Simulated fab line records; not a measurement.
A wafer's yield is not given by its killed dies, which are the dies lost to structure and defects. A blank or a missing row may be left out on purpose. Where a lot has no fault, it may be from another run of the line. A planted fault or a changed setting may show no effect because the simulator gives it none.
A lot that was struck, set against a sound lot / flow sky130 / 23 steps out of a route of 708
Sound: the wafers L643.2, L643.3, L643.4. Struck: wafers L653.1, L653.2, L653.6. The cause is named last.
Per side, at each step with rows, come the tool, then ch with its chambers, and then its first start. Under that, the readings that differ: sound wafers / struck wafers / difference of the means / sigmas: that difference in standard deviations of wafers without a fault.
alike: a reading whose means differ by less than 2 such deviations, as well as words and numbers matching on both sides. not compared: withheld readings; readings where some wafer has no value; bounds like >300 that might hide an equal value; numbers whose values overlap and for which the record gives no deviation.
Wherever a step has rows on one side only, a row that says differs or no value, or a row with sigmas, the two part there. Numbers that don't overlap but have no deviation are shown without sigmas and don't part them. A reading that every wafer of one side lacks parts them only if that side has two wafers or more.

first, 1 step without rows for these wafers: SKY_SONOS_ONO_DEVELOP_12 (develop time 60 s).
SKY_SONOS_ONO_CD_MEAS_13: the cd target is 410 nm.
  sound: cd sem-02 at day 13 21:47; struck: cd sem-02 at day 17 16:17
  alike: cd nm
SKY_SONOS_ONO_OVL_MEAS_14:
  sound: overlay-02 at day 13 21:53; struck: overlay-02 at day 17 16:25
  alike: SONOS_ONO_OVL
SKY_SONOS_ONO_ETCH_15: etches the open film in CHF3/O2, target depth 19.52 nm, time 7.8 s.
  sound on rie diel-02 ch 1,2,3, day 13 21:55; struck on rie diel-04 ch 2,3, day 17 16:26
  alike: drypump motor current A, oes product au, throttle valve pct
  not compared: rf hours counter h
then, 1 step without rows for these wafers: SKY_SONOS_ONO_WET_ETCH_16 (etches SiO2 in dHF, target depth 14 nm, time 280 s).
SKY_SONOS_ONO_STRIP_17: strips in O2/N2.
  sound on plasma asher-02 ch 0,1, day 13 22:01; struck on plasma asher-01 ch 0,1, day 17 16:33
  alike: drypump motor current A, oes product au, strip time to endpoint s
  not compared: rf hours counter h
then, 3 steps without rows for these wafers: SKY_SONOS_ONO_WET_ETCH_18 (etches Si3N4 in H3PO4, target depth 15 nm, time 172 s); SKY_GATE_OXIDE_CLEAN_00 (cleans in SC1/SC2, time 150 s); SKY_GATE_OXIDE_OXIDATION_01 (stabilise 600 s, purge 300 s, target thk 10.268 nm).
SKY_GATE_OXIDE_THK_MEAS_02:
  sound: film metro-03 at day 14 01:03; struck: film metro-03 at day 17 20:16
  alike: GATE_OXIDE_OXIDATION_00_THK
then, 2 steps without rows for these wafers: SKY_GATE_OXIDE_DEHYDRATE_03 (time 60 s); SKY_GATE_OXIDE_HMDS_04 (prime time 60 s).
SKY_GATE_OXIDE_COAT_05: resist thk 1140 nm.
  sound on litho track-01 ch 0, day 14 13:47; struck on litho track-02 ch 0, day 18 09:47
reading=model.NOVOLAK_of_GATE_OXIDE_COAT_05.thk nm (nm); sound=1145 1144 1137; struck=1113 1114 1113; difference=-29; sigmas=
then, 3 steps without rows for these wafers: SKY_GATE_OXIDE_SOFTBAKE_06 (time 60 s); SKY_GATE_OXIDE_EXPOSE_07 (exposes mask LVOM, target cd 600 nm); SKY_GATE_OXIDE_PEB_08.
SKY_GATE_OXIDE_DEVELOP_09: develop time 60 s.
  sound on litho track-03 ch 0, day 15 03:11; struck on litho track-03 ch 0, day 19 01:07
reading=model.NOVOLAK_of_GATE_OXIDE_COAT_05.thk nm (nm); sound=1144 1144 1137; struck=1113 1114 1113; difference=-28; sigmas=
SKY_GATE_OXIDE_OVL_MEAS_10:
  sound: overlay-01 at day 15 03:20; struck: overlay-01 at day 19 01:16
  alike: GATE_OXIDE_OVL
then, 2 steps without rows for these wafers: SKY_GATE_OXIDE_IMPLANT_11; SKY_GATE_OXIDE_WET_ETCH_12 (etches SiO2 in dHF, target depth 16.8 nm, time 336 s).
SKY_GATE_OXIDE_STRIP_13: strips in O2/N2.
  sound on plasma asher-03 ch 0,1, day 15 03:37; struck on plasma asher-01 ch 0,1, day 19 01:35
reading=strip time to endpoint s (s); sound=14.22 14.22 14.14; struck=13.87 13.86 13.86; difference=-0.33; sigmas=-8
  alike: drypump motor current A, oes product au
  not compared: rf hours counter h
SKY_GATE_OXIDE_TW_MEAS_14:
  sound: film metro-03 at day 15 03:43; struck: film metro-03 at day 19 01:41
  alike: GATE_OXIDE_TW
-- record jumps: 30 days separate the struck wafers' starts on either side; left off in module GATE_OXIDE, taken up again in module PAD_OPEN, whose first shown step is the route's number 708 --
SKY_PAD_OPEN_PROBE_99:
  sound: prober-02 at day 46 22:55; struck: prober-02 at day 49 09:10
reading=killed at other; sound=1 1 1; struck=0 0 0; difference=-1; sigmas=-2
  alike: killed_at_M0_to_M3, killed_at_M4_up, killed at contacts, killed at front end, killed dies, killed open, killed short

== WHERE THEY PART ==
First at SKY_GATE_OXIDE_STRIP_13; last, within this record, at SKY_PAD_OPEN_PROBE_99.

WHY: whatever the simulator had introduced
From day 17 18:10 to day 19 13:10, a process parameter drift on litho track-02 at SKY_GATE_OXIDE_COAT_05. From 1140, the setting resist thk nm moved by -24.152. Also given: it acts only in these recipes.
